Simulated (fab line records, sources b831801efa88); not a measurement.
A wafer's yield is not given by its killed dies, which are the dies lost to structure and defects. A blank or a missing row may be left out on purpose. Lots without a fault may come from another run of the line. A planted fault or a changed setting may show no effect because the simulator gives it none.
fab line records	flow sky130
record: lots: 6	wafers: 18	last-day: 50
route steps=708 shown RES_XHIGH@339 SD_N@342 PAD_OPEN@708
lots that met no fault: taken from a fault-free run of the same line
start-h: hours from the record's opening day to when the first of the lot's shown wafers began	wait-h: hours from the lot's prior step to this one	" unchanged from the row above	L1.1+2: several wafers, shown together as one row	- value missing, or start not given	* or withheld: withheld	< > ~ a bound
route shown NAME@n: a module of which the file shows steps, and the number in the route of the first	usual: the fault-free wafers' mean and standard deviation	same: alike in all rows	chamber/n: place in a boat	sites: per-site readings	_std_site: the values' standard deviation	_edge_site: outer sites' mean less inner sites'	radius-mm: for every site, how far away it sits from the centre of the wafer	mask NAME#n: copy n	behind: the most recent tool/chamber to have shaped the wafer	hold: reason for holding the lot/hours on hold/outcome of the hold	device: transistor that didn't switch, given as n, p or np	end of line: tests run on the same wafers once the route is complete	a step with no rows: only its recipe	killed: dies lost to structure and defects at the first sort, not the wafer's yield	map: per-die view of a wafer (x killed, . not killed, _ where there is no die)
set.NAME: the setting as run; set.NAME@STEP: as run at that earlier step	model.NAME: the simulator's own value behind a step, which no gauge read
lots at some steps of the route; a table a step, a row a wafer
services: from which hour (start-h, from the record's first day; less than 0 if before it) a tool's chamber was out of use, for how many hours, and why
== steps ==
step: SKY_RES_XHIGH_IMPLANT_07
recipe: species: BF2	energy-kev: 20	dose-cm2: 3.64e+14	tilt-deg: 0
step: SKY_RES_XHIGH_STRIP_08
recipe: chemistry: O2/N2	power-w: 1400	pressure-mtorr: 1500	platen-temp-c: withheld	o2-flow-sccm: 3000	n2-flow-sccm: 300	overash-fraction: 0.5
usual: drypump-motor-current-A: 5.8/0.44	o2-flow-sccm: 3001/8.5	oes-product-au: 0.710/0.0043	strip-time-to-endpoint-s: 14.28/0.05
lot.wafer	tool	chamber	start-h	wait-h	drypump-motor-current-A	o2-flow-sccm	oes-product-au	rf-hours-counter-h	strip-time-to-endpoint-s
L885.2	plasma-asher-01	0	605.48	0.1	5.6	3009	0.712	17	14.30
L885.4	"	0	"	"	5.6	3016	0.712	-	14.28
L885.6	"	0	"	"	5.6	3017	0.716	-	14.30
L892.2	plasma-asher-03	0	686.14	0.1	6.2	3014	0.715	88	14.20
L892.3	"	0	"	"	6.2	2995	0.703	-	14.22
L892.5	"	1	"	"	5.8	3013	0.718	-	14.20
L898.2	plasma-asher-03	1	728.73	0.1	5.8	3001	0.711	92	14.22
L898.3	"	0	"	"	6.2	2994	0.701	-	14.22
L898.4	"	1	"	"	5.8	3016	0.711	-	14.24
L899.1	plasma-asher-01	0	737.53	0.1	5.6	2991	0.718	31	14.28
L899.4	"	0	"	"	5.6	2983	0.714	-	14.18
L899.6	"	0	"	"	5.6	2990	0.709	-	14.25
L901.1	plasma-asher-01	1	743.98	0.1	5.9	2989	0.702	31	14.25
L901.2	"	0	"	"	5.6	3012	0.705	31	14.22
L901.3	"	0	"	"	5.6	2998	0.708	-	14.19
L908.1	plasma-asher-03	0	807.19	0.1	6.2	3015	0.716	100	14.22
L908.4	"	0	"	"	6.2	3001	0.705	-	14.21
L908.6	"	1	"	"	5.8	2997	0.712	-	14.24
step: SKY_RES_XHIGH_TW_MEAS_09
usual: RES_XHIGH_TW: 1649/13
lot.wafer	tool	chamber	start-h	wait-h	RES_XHIGH_TW
L885.2	film-metro-02	-	605.59	0.1	1636
L885.4	"	-	"	"	1636
L885.6	"	-	"	"	1635
L892.2	film-metro-01	-	686.25	0.1	1678
L892.3	"	-	"	"	1673
L892.5	"	-	"	"	1673
L898.2	film-metro-01	-	728.84	0.1	1671
L898.3	"	-	"	"	1663
L898.4	"	-	"	"	1658
L899.1	film-metro-02	-	737.63	0.1	1636
L899.4	"	-	"	"	1646
L899.6	"	-	"	"	1641
L901.1	film-metro-03	-	744.08	0.1	1640
L901.2	"	-	"	"	1641
L901.3	"	-	"	"	1639
L908.1	film-metro-03	-	807.29	0.1	1642
L908.4	"	-	"	"	1637
L908.6	"	-	"	"	1635
step: SKY_SD_N_DEHYDRATE_00
recipe: temp-c: 200	time-s: 60
step: SKY_SD_N_HMDS_01
recipe: prime-time-s: 60	prime-temp-c: 120
step: SKY_SD_N_COAT_02
recipe: resist: NOVOLAK	spin-rpm: 3000	resist-thk-nm: 1140
step: SKY_SD_N_SOFTBAKE_03
recipe: temp-c: 90	time-s: 60	resist: NOVOLAK
step: SKY_SD_N_EXPOSE_04
recipe: mask-id: NSDM	na: 0.6	source-shape: conventional	sigma-outer: 0.6	polarization: unpolarized	target-cd-nm: 380	dose-mj: 141
step: SKY_SD_N_PEB_05
recipe: temp-c: withheld	time-s: *	resist: NOVOLAK
step: SKY_SD_N_DEVELOP_06
recipe: resist: NOVOLAK	developer: TMAH	develop-time-s: 60	dev-temp-c: 23
step: SKY_SD_N_CD_MEAS_07
recipe: target-cd-nm: 380
usual: cd-nm: 379.5/2.4
lot.wafer	tool	chamber	start-h	wait-h	cd-nm
L885.2	cd-sem-01	-	634.45	0.1	382.6
L885.4	"	-	"	"	378.6
L885.6	"	-	"	"	378.5
L892.2	cd-sem-01	-	713.47	0.1	379.9
L892.3	"	-	"	"	381.7
L892.5	"	-	"	"	379.8
L898.2	cd-sem-01	-	755.71	0.1	377.6
L898.3	"	-	"	"	377.7
L898.4	"	-	"	"	380.5
L899.1	cd-sem-01	-	764.08	0.1	378.2
L899.4	"	-	"	"	378.3
L899.6	"	-	"	"	378.3
L901.1	cd-sem-01	-	770.88	0.1	381.6
L901.2	"	-	"	"	378.6
L901.3	"	-	"	"	382.4
L908.1	cd-sem-02	-	833.20	0.1	380.1
L908.4	"	-	"	"	379.7
L908.6	"	-	"	"	380.1
step: SKY_SD_N_OVL_MEAS_08
usual: SD_N_OVL: -1.1/1.4
lot.wafer	tool	chamber	start-h	wait-h	SD_N_OVL[nm]
L885.2	overlay-01	-	634.55	0.1	-0.7
L885.4	"	-	"	"	-1.2
L885.6	"	-	"	"	-0.3
L892.2	overlay-01	-	713.57	0.1	-1.4
L892.3	"	-	"	"	-1.7
L892.5	"	-	"	"	-0.6
L898.2	overlay-02	-	755.82	0.1	-1.7
L898.3	"	-	"	"	-1.6
L898.4	"	-	"	"	-3.3
L899.1	overlay-02	-	764.20	0.1	-2.2
L899.4	"	-	"	"	-3.3
L899.6	"	-	"	"	-2.2
L901.1	overlay-02	-	771.00	0.1	-2.7
L901.2	"	-	"	"	-0.6
L901.3	"	-	"	"	-2.0
L908.1	overlay-01	-	833.32	0.1	-0.8
L908.4	"	-	"	"	0.1
L908.6	"	-	"	"	-0.4
step: SKY_SD_N_IMPLANT_09
recipe: species: As	energy-kev: 50	dose-cm2: 4e+15	tilt-deg: 0
usual: beam-on-s: 18.5/0.92	dose-ions-cm2: 4.001e+15/4e+12	faraday-current-uA: 11862/580	tilt-deg: 0.001/0.02
lot.wafer	tool	chamber	start-h	wait-h	beam-on-s	dose-ions-cm2	faraday-current-uA	tilt-deg
L885.2	implanter-01	0	634.61	0.0	17.2	4.001e+15	12681	-0.005
L885.4	"	0	"	"	16.7	3.997e+15	13075	-0.027
L885.6	"	0	"	"	17.4	4.001e+15	12560	0.001
L892.2	implanter-04	0	713.63	0.0	19.5	4e+15	11236	0.008
L892.3	"	0	"	"	19.6	4.001e+15	11274	0.016
L892.5	"	0	"	"	20.1	4.004e+15	10898	0.030
L898.2	implanter-04	0	755.87	0.0	10.1	1.754e+15	9526	0.015
L898.3	"	0	"	"	10.1	1.76e+15	9526	0.040
L898.4	"	0	"	"	9.5	1.761e+15	10088	0.032
L899.1	implanter-03	0	764.23	0.0	18.5	3.994e+15	11860	-0.001
L899.4	"	0	"	"	18.9	4.002e+15	11560	-0.011
L899.6	"	0	"	"	18.1	3.995e+15	12109	-0.005
L901.1	implanter-04	0	771.03	0.0	9.8	1.755e+15	9809	0.011
L901.2	"	0	"	"	10.4	1.763e+15	9262	-0.031
L901.3	"	0	"	"	9.8	1.756e+15	9792	0.000
L908.1	implanter-03	0	833.35	0.0	18.1	3.999e+15	12073	-0.015
L908.4	"	0	"	"	18.6	4.004e+15	11846	0.006
L908.6	"	0	"	"	18.8	4.002e+15	11640	-0.004
step: SKY_SD_N_IMPLANT_10
recipe: species: P	energy-kev: 20	dose-cm2: 1e+14	tilt-deg: 0
step: SKY_SD_N_STRIP_11
recipe: chemistry: O2/N2	power-w: 1400	pressure-mtorr: 1500	platen-temp-c: withheld	o2-flow-sccm: 3000	n2-flow-sccm: 300	overash-fraction: 0.5
usual: drypump-motor-current-A: 5.7/0.36	o2-flow-sccm: 3001/8.6	oes-product-au: 0.527/0.0047	strip-time-to-endpoint-s: 22.55/0.05
lot.wafer	tool	chamber	start-h	wait-h	drypump-motor-current-A	o2-flow-sccm	oes-product-au	rf-hours-counter-h	strip-time-to-endpoint-s
L885.2	plasma-asher-03	0	634.88	0.1	6.2	2996	0.527	83	22.62
L885.4	"	1	"	"	5.8	2988	0.530	-	22.57
L885.6	"	0	"	"	6.2	2994	0.526	-	22.55
L892.2	plasma-asher-03	0	713.90	0.1	6.2	2995	0.522	91	22.55
L892.3	"	1	"	"	5.8	2998	0.527	-	22.57
L892.5	"	1	"	"	5.8	2999	0.530	-	22.57
L898.2	plasma-asher-03	0	756.15	0.1	6.2	3004	0.576	95	19.74
L898.3	"	0	"	"	6.2	3007	0.557	-	19.75
L898.4	"	1	"	"	5.8	3009	0.570	-	19.73
L899.1	plasma-asher-02	1	764.53	0.1	5.9	3002	0.532	2	22.58
L899.4	"	0	"	"	5.1	3004	0.529	-	22.56
L899.6	"	0	"	"	5.1	2991	0.523	-	22.55
L901.1	plasma-asher-02	0	771.33	0.1	5.1	3007	0.570	3	19.68
L901.2	"	1	"	"	5.9	3012	0.571	3	19.74
L901.3	"	0	"	"	5.2	2992	0.562	-	19.75
L908.1	plasma-asher-02	1	833.65	0.1	5.9	3001	0.531	9	22.57
L908.4	"	1	"	"	5.9	3011	0.532	-	22.60
L908.6	"	1	"	"	5.9	3017	0.529	-	22.58
step: SKY_SD_N_TW_MEAS_12
usual: SD_N_TW: 3994/28
lot.wafer	tool	chamber	start-h	wait-h	hold	SD_N_TW
L885.2	film-metro-01	-	634.99	0.1	-	4049
L885.4	"	-	"	"	-	4021
L885.6	"	-	"	"	-	4024
L892.2	film-metro-01	-	714.01	0.1	-	4009
L892.3	"	-	"	"	-	4019
L892.5	"	-	"	"	-	4000
L898.2	film-metro-01	-	756.26	0.1	await-dispo/0.2h/release	3854
L898.3	"	-	"	"	await-dispo/0.2h/release	3878
L898.4	"	-	"	"	await-dispo/0.2h/release	3856
L898.2	film-metro-01	-	756.48	0.2	-	3881
L898.3	"	-	"	"	-	3885
L898.4	"	-	"	"	-	3874
L899.1	film-metro-01	-	764.65	0.1	-	4002
L899.4	"	-	"	"	-	3989
L899.6	"	-	"	"	-	4015
L901.1	film-metro-03	-	771.43	0.1	await-dispo/0.2h/release	3847
L901.2	"	-	"	"	await-dispo/0.2h/release	3823
L901.3	"	-	"	"	await-dispo/0.2h/release	3842
L901.1	film-metro-03	-	771.66	0.2	-	3838
L901.2	"	-	"	"	-	3836
L901.3	"	-	"	"	-	3847
L908.1	film-metro-02	-	833.75	0.1	-	3981
L908.4	"	-	"	"	-	3975
L908.6	"	-	"	"	-	3978
step: SKY_SD_N_RTA_14
recipe: temp-c: 1075	time-s: 2	idle-temp-c: 650	ramp-up-c-per-s: 150	ramp-down-c-per-s: 90	ambient: N2
usual: lamp-power-pct: 15.73/0.055	wafer_temp_C_max: 1078.0/1.3
lot.wafer	tool	chamber	start-h	wait-h	lamp-power-pct	wafer_temp_C_max
L885.2	rtp-anneal-01	0	635.10	0.0	15.75	1078.4
L885.4	"	0	"	"	15.64	1078.4
L885.6	"	0	"	"	15.81	1075.9
L892.2	rtp-anneal-02	0	714.12	0.0	15.72	1077.4
L892.3	"	0	"	"	15.75	1077.6
L892.5	"	0	"	"	15.69	1076.8
L898.2	rtp-anneal-01	0	758.62	0.0	15.75	1078.3
L898.3	"	0	"	"	15.74	1077.1
L898.4	"	0	"	"	15.75	1078.4
L899.1	rtp-anneal-02	0	764.76	0.0	15.67	1077.3
L899.4	"	0	"	"	15.77	1077.8
L899.6	"	0	"	"	15.77	1080.0
L901.1	rtp-anneal-02	0	773.86	0.0	15.77	1079.7
L901.2	"	0	"	"	15.80	1078.2
L901.3	"	0	"	"	15.71	1078.2
L908.1	rtp-anneal-01	0	833.86	0.0	15.73	1077.5
L908.4	"	0	"	"	15.78	1079.0
L908.6	"	0	"	"	15.72	1078.6
step: SKY_SD_N_RS_MEAS_16
recipe: thk-meas-gauge: four-point-probe
usual: SD_N_RS: 68.52/0.13
lot.wafer	tool	chamber	start-h	wait-h	hold	SD_N_RS[ohm/sq]
L885.2	film-metro-02	-	635.29	0.1	-	68.65
L885.4	"	-	"	"	-	68.64
L885.6	"	-	"	"	-	68.65
L892.2	film-metro-03	-	714.31	0.1	-	68.48
L892.3	"	-	"	"	-	68.54
L892.5	"	-	"	"	-	68.50
L898.2	film-metro-03	-	758.84	0.1	await-dispo/0.2h/release	81.22
L898.3	"	-	"	"	await-dispo/0.2h/release	81.13
L898.4	"	-	"	"	await-dispo/0.2h/release	81.37
L898.2	film-metro-03	-	759.21	0.3	-	81.31
L898.3	"	-	"	"	-	81.06
L898.4	"	-	"	"	-	81.46
L899.1	film-metro-03	-	764.94	0.1	-	68.44
L899.4	"	-	"	"	-	68.46
L899.6	"	-	"	"	-	68.28
L901.1	film-metro-02	-	774.08	0.1	await-dispo/0.2h/release	81.95
L901.2	"	-	"	"	await-dispo/0.2h/release	81.55
L901.3	"	-	"	"	await-dispo/0.2h/release	81.51
L901.1	film-metro-02	-	774.44	0.3	-	81.94
L901.2	"	-	"	"	-	81.57
L901.3	"	-	"	"	-	81.59
L908.1	film-metro-01	-	834.04	0.1	-	68.47
L908.4	"	-	"	"	-	68.68
L908.6	"	-	"	"	-	68.44
step: SKY_PAD_OPEN_PROBE_99
usual: defect-limited-yield: 82.3/2.1	killed_at_M0_to_M3: 43/7.4	killed_at_M4_up: 3.1/1.8	killed-at-contacts: 26/5.6	killed-at-front-end: 15/4.9	killed-at-other: 0.2/0.44	killed-dies: 87/10	killed-open: 48/7.6	killed-short: 39/6.2	sort_bin_3_pad_short: 0.9/0.43	sort_bin_5_function: 10.5/1.5	sort_bin_6_memory: 6.3/1.2	sort-n-pass: 405/10	sort-yield-pct: 82.3/2.1
same: gross-dies: 492	killed-at-back-side: 0	sort_bin_4_leakage[%]: 0	sort_bin_8_speed[%]: 0
lot.wafer	tool	chamber	start-h	wait-h	defect-limited-yield[%]	killed_at_M0_to_M3	killed_at_M4_up	killed-at-contacts	killed-at-front-end	killed-at-other	killed-dies	killed-open	killed-short	sort_bin_3_pad_short[%]	sort_bin_5_function[%]	sort_bin_6_memory[%]	sort-n-pass	sort-yield-pct[%]
L885.2	prober-01	-	1063.86	0.1	82.5	48	2	22	14	0	86	49	37	1.4	12.4	3.7	406	82.5
L885.4	prober-01	-	1063.96	0.2	82.5	39	2	23	22	0	86	49	37	1.0	9.1	7.3	406	82.5
L885.6	prober-01	-	1064.06	0.2	81.7	47	3	22	18	0	90	46	43	1.0	11.4	5.9	402	81.7
L892.2	prober-02	-	1122.61	0.1	80.9	50	4	22	17	1	94	56	37	0.6	12.0	6.5	398	80.9
L892.3	prober-02	-	1122.66	0.2	84.3	35	5	22	14	1	77	39	37	0.8	9.1	5.7	415	84.3
L892.5	prober-02	-	1122.76	0.2	82.7	34	5	28	18	0	85	49	36	0.2	10.6	6.5	407	82.7
L899.1	prober-01	-	1159.00	0.1	82.9	37	5	28	14	0	84	42	42	1.8	9.3	5.9	408	82.9
L899.4	prober-01	-	1159.15	0.2	85.2	40	6	20	6	1	73	39	34	0.6	9.6	4.7	419	85.2
L899.6	prober-01	-	1159.25	0.2	80.5	58	3	23	12	0	96	58	38	1.2	12.4	5.9	396	80.5
L908.1	prober-01	-	1201.60	0.1	82.9	39	2	31	12	0	84	47	37	0.2	9.8	7.1	408	82.9
L908.4	prober-01	-	1201.75	0.2	83.5	42	2	26	11	0	81	45	36	0.6	9.8	6.1	411	83.5
L908.6	prober-01	-	1201.85	0.2	79.3	58	1	26	17	0	102	57	44	0.8	11.4	8.5	390	79.3
killed by level:class
L885.2 VIA1:geometric-particle:open=13 VIA3:geometric-particle:open=9 METAL2:geometric-particle:short=8 CONTACT:geometric-particle:open=7 CONTACT:geometric-particle:short=6 POLY_GATE:geometric-particle:open=6 LI_CONTACT:geometric-particle:open=6 VIA2:geometric-particle:short=5
L885.4 VIA1:geometric-particle:open=15 LI_CONTACT:geometric-particle:open=11 FIELD_ISO:geometric-particle:short=5 CONTACT:geometric-particle:open=5 VIA2:geometric-particle:short=5 FIELD_ISO:geometric-particle:open=4 SPACER:geometric-particle:open=4 CONTACT:geometric-particle:short=4
L885.6 VIA1:geometric-particle:open=11 CONTACT:geometric-particle:open=10 METAL2:geometric-particle:short=7 VIA3:geometric-particle:open=7 FIELD_ISO:geometric-particle:short=6 VIA1:geometric-particle:short=6 METAL1:geometric-particle:short=5 VIA2:geometric-particle:open=5
L892.2 VIA1:geometric-particle:open=16 VIA2:geometric-particle:open=9 POLY_GATE:geometric-particle:short=8 VIA3:geometric-particle:open=8 LI_CONTACT:geometric-particle:open=6 CONTACT:geometric-particle:open=5 METAL2:geometric-particle:short=5 FIELD_ISO:geometric-particle:open=4
L892.3 FIELD_ISO:geometric-particle:open=8 LOCAL_INTERCONNECT:geometric-particle:short=8 VIA1:geometric-particle:open=8 METAL1:geometric-particle:short=6 VIA2:geometric-particle:open=4 CONTACT:geometric-particle:open=4 METAL3:geometric-particle:short=4 FIELD_ISO:geometric-particle:short=3
L892.5 VIA1:geometric-particle:open=9 LI_CONTACT:geometric-particle:open=8 CONTACT:geometric-particle:open=8 VIA2:geometric-particle:open=7 FIELD_ISO:geometric-particle:open=6 FIELD_ISO:geometric-particle:short=6 METAL4:geometric-particle:short=5 LOCAL_INTERCONNECT:geometric-particle:short=4
L899.1 CONTACT:geometric-particle:open=8 METAL1:geometric-particle:short=8 LI_CONTACT:geometric-particle:open=6 VIA3:geometric-particle:open=6 VIA1:geometric-particle:open=6 VIA2:geometric-particle:open=6 LOCAL_INTERCONNECT:geometric-particle:short=5 CONTACT:geometric-particle:short=5
L899.4 CONTACT:geometric-particle:open=11 VIA2:geometric-particle:open=10 METAL2:geometric-particle:short=7 METAL4:geometric-particle:short=6 CONTACT:geometric-particle:short=5 VIA1:geometric-particle:open=5 VIA3:geometric-particle:open=5 METAL1:geometric-particle:short=4
L899.6 VIA1:geometric-particle:open=13 VIA3:geometric-particle:open=12 CONTACT:geometric-particle:open=10 VIA1:geometric-particle:short=6 METAL2:geometric-particle:short=6 VIA2:geometric-particle:open=6 VIA3:geometric-particle:short=5 LOCAL_INTERCONNECT:geometric-particle:short=4
L908.1 CONTACT:geometric-particle:open=9 VIA1:geometric-particle:open=8 METAL2:geometric-particle:short=6 LOCAL_INTERCONNECT:geometric-particle:short=6 VIA3:geometric-particle:open=6 FIELD_ISO:geometric-particle:open=5 CONTACT:geometric-particle:short=5 FIELD_ISO:geometric-particle:short=4
L908.4 VIA1:geometric-particle:open=12 LI_CONTACT:geometric-particle:open=9 CONTACT:geometric-particle:open=7 VIA3:geometric-particle:open=7 CONTACT:geometric-particle:short=6 METAL1:geometric-particle:short=6 POLY_GATE:geometric-particle:open=4 VIA1:geometric-particle:short=4
L908.6 VIA1:geometric-particle:open=19 CONTACT:geometric-particle:open=9 METAL2:geometric-particle:short=8 FIELD_ISO:geometric-particle:open=6 LI_CONTACT:geometric-particle:open=6 VIA2:geometric-particle:open=6 LOCAL_INTERCONNECT:geometric-particle:short=5 METAL1:geometric-particle:short=5
== services ==
tool	chamber	start-h	hours	kind
implanter-04	-	588.09	2.3	repair
implanter-03	-	590.13	2.3	repair
implanter-04	-	598.46	15.0	pm
plasma-asher-02	-	611.65	2.8	pm
implanter-04	-	615.20	1.9	repair
plasma-asher-02	-	616.86	4.6	repair
implanter-01	-	668.16	2.5	repair
plasma-asher-01	-	673.62	3.8	repair
implanter-03	-	680.61	4.1	pm
implanter-04	-	697.67	2.7	repair
implanter-04	-	718.24	0.8	repair
plasma-asher-02	-	733.75	9.0	pm
plasma-asher-02	0	733.75	9.0	vent-cycle
plasma-asher-02	1	733.75	9.0	vent-cycle
plasma-asher-03	-	739.03	3.2	repair
implanter-03	-	741.02	10.5	repair
plasma-asher-02	0	742.75	-	clean
plasma-asher-02	1	742.75	-	clean
implanter-03	-	751.49	3.4	pm
implanter-04	-	792.39	1.4	repair
plasma-asher-01	-	823.24	0.4	repair
== key ==
first-sign: step: SKY_SD_N_IMPLANT_09	reading: dose-ions-cm2	direction: down	sigmas: 99+	usual: *	struck: *
effect: step: SKY_SD_N_IMPLANT_09	reading: beam-on-s	direction: down	sigmas: 9.3	usual: 18.5	struck: 10.0
effect: step: SKY_SD_N_STRIP_11	reading: strip-time-to-endpoint-s	direction: down	sigmas: 56	usual: *	struck: *
effect: step: SKY_SD_N_TW_MEAS_12	reading: visit	direction: added
effect: step: SKY_SD_N_TW_MEAS_12	reading: SD_N_TW	direction: down	sigmas: 5.2	usual: 3994	struck: 3850
effect: step: SKY_SD_N_RS_MEAS_16	reading: visit	direction: added
effect: step: SKY_SD_N_RS_MEAS_16	reading: SD_N_RS	direction: up	sigmas: 99+	usual: 68.52	struck: 81.45
met-at SKY_SD_N_IMPLANT_09
struck-wafers L898.2,L898.3,L898.4,L901.1,L901.2,L901.3
scrapped-behind SKY_SD_N_RS_MEAS_16 L898.2,L898.3,L898.4,L901.1,L901.2,L901.3
onset-between 713.63 755.87
fault: kind: process-parameter-drift	tool: implanter-04	chamber: -	onset-h: 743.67	steps: SKY_SD_N_IMPLANT_09	channel: dose-cm2	offset: *	shape: step	end-h: 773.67	acts-in: *	stated: *
